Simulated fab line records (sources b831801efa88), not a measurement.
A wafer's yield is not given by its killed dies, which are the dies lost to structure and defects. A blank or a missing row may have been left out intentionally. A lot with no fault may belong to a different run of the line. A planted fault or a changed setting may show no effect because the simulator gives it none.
Which tool did it? + flow gf180mcu + 14 lots, 42 wafers sampled, at 3 steps of a route of 602

## WHAT EACH GAUGE READ, for each wafer
GF_V3_THK_MEAS_01.
| lot  | measured     | on            | V3_CVD_00_THK (nm)            |
|------|--------------|---------------|-------------------------------|
| L941 | day 22 01:51 | film_metro-04 | 610 597 602                   |
| L942 | day 22 02:23 | film_metro-01 | 610 610 604                   |
| L943 | day 22 07:25 | film_metro-04 | 607 606 607                   |
| L944 | day 22 14:17 | film_metro-01 | 594 598 589                   |
| L945 | day 22 19:25 | film_metro-03 | 595 596 605                   |
| L950 | day 24 18:58 | film_metro-01 | 1221 1210 1206 1223 1210 1205 |
| L955 | day 26 07:35 | film_metro-04 | 1197 1210 1206 1197 1211 1207 |
| L957 | day 27 06:12 | film_metro-04 | 610 605 614                   |
| L958 | day 27 16:11 | film_metro-04 | 601 592 589                   |
| L959 | day 27 18:49 | film_metro-03 | 605 606 601                   |
| L960 | day 28 00:10 | film_metro-03 | 605 603 606                   |
| L961 | day 28 08:10 | film_metro-01 | 598 597 594                   |
| L963 | day 28 16:14 | film_metro-04 | 596 598 603                   |
| L964 | day 28 22:47 | film_metro-03 | 610 600 598                   |

## TOOL THAT RAN EACH LOT (tool first, then ch and the chambers of the sampled wafers, then the start)
| lot  | GF_V2_SPUTTER_22             | GF_V3_CVD_00                     |
|------|------------------------------|----------------------------------|
| L941 | pvd_sputter-04, day 20 23:55 | hdpcvd-02 ch 0,1,2, day 22 01:46 |
| L942 | pvd_sputter-01, day 21 00:32 | hdpcvd-01 ch 0,2, day 22 02:19   |
| L943 | pvd_sputter-01, day 21 06:23 | hdpcvd-01 ch 0,1,2, day 22 07:21 |
| L944 | pvd_sputter-04, day 21 13:34 | hdpcvd-02 ch 0,1,2, day 22 14:13 |
| L945 | pvd_sputter-01, day 21 19:04 | hdpcvd-01 ch 0,1, day 22 19:21   |
| L950 | pvd_sputter-04, day 23 18:59 | hdpcvd-02 ch 0,2, day 24 18:27   |
| L955 | pvd_sputter-01, day 25 08:59 | hdpcvd-01 ch 0,2, day 26 07:15   |
| L957 | pvd_sputter-03, day 26 07:31 | hdpcvd-01 ch 1,2, day 27 06:07   |
| L958 | pvd_sputter-04, day 26 18:16 | hdpcvd-02 ch 0,1,2, day 27 16:07 |
| L959 | pvd_sputter-03, day 26 20:44 | hdpcvd-01 ch 0,1, day 27 18:43   |
| L960 | pvd_sputter-03, day 27 02:28 | hdpcvd-02 ch 0,1,2, day 28 00:05 |
| L961 | pvd_sputter-01, day 27 10:49 | hdpcvd-01 ch 1,2, day 28 08:06   |
| L963 | pvd_sputter-01, day 27 18:36 | hdpcvd-02 ch 0,1,2, day 28 16:09 |
| L964 | pvd_sputter-03, day 28 02:21 | hdpcvd-02 ch 0,2, day 28 22:42   |
- GF_V2_SPUTTER_22: material TiN, target thk 10 nm, time 40 s.
- GF_V3_CVD_00: deposits SiO2, target thk 600 nm, time 100 s.

## WHAT THE TOOLS THEMSELVES READ (means of the sampled wafers that have a number; where no wafer has one, the mark that the record gives instead)
GF_V2_SPUTTER_22.
| lot  | tool           | throttle_valve_pct (%) |
|------|----------------|------------------------|
| L941 | pvd_sputter-04 | 29.6                   |
| L942 | pvd_sputter-01 | 31.0                   |
| L943 | pvd_sputter-01 | 30.8                   |
| L944 | pvd_sputter-04 | 30.2                   |
| L945 | pvd_sputter-01 | 30.8                   |
| L950 | pvd_sputter-04 | 29.8                   |
| L955 | pvd_sputter-01 | 30.8                   |
| L957 | pvd_sputter-03 | 30.0                   |
| L958 | pvd_sputter-04 | 29.6                   |
| L959 | pvd_sputter-03 | 29.6                   |
| L960 | pvd_sputter-03 | 30.1                   |
| L961 | pvd_sputter-01 | 30.4                   |
| L963 | pvd_sputter-01 | 30.8                   |
| L964 | pvd_sputter-03 | 29.9                   |

## THE ANSWER, worked out from the rows above alone
Rule: what is usual is taken from the lots themselves. Put in order of their means at a reading, lots are off if they are a third of the lots or fewer, leave a main group of 4 or more, and stand apart from it by a gap of 3 or more times the standard deviation of the main group's means; of several such gaps the widest counts. If all means in a main group match to the digits the tables above print for the reading, that group is not used. Also off: a lot with no number at a reading for which 4 or more lots have one. Where the step has rows for the other lots, those lots are counted as sound. First the gauges in route order, then the tools' own readings, where a lot's mean is used as printed above. At the first step where some lot is off, the reading lying furthest off is the one used; lots without a number count as furthest.
Off: at GF_V3_THK_MEAS_01 (V3_CVD_00_THK), L950, L955. The main group: mean 602 nm, standard deviation 5.1.
A tool fits if, at a process step before that reading, it ran every lot that is off, and no sound lot after the first of them. Those tools and the gauges at GF_V3_THK_MEAS_01 are tried in the same way. Of those tried, none fits.

## WHAT THE SIMULATOR PUT IN
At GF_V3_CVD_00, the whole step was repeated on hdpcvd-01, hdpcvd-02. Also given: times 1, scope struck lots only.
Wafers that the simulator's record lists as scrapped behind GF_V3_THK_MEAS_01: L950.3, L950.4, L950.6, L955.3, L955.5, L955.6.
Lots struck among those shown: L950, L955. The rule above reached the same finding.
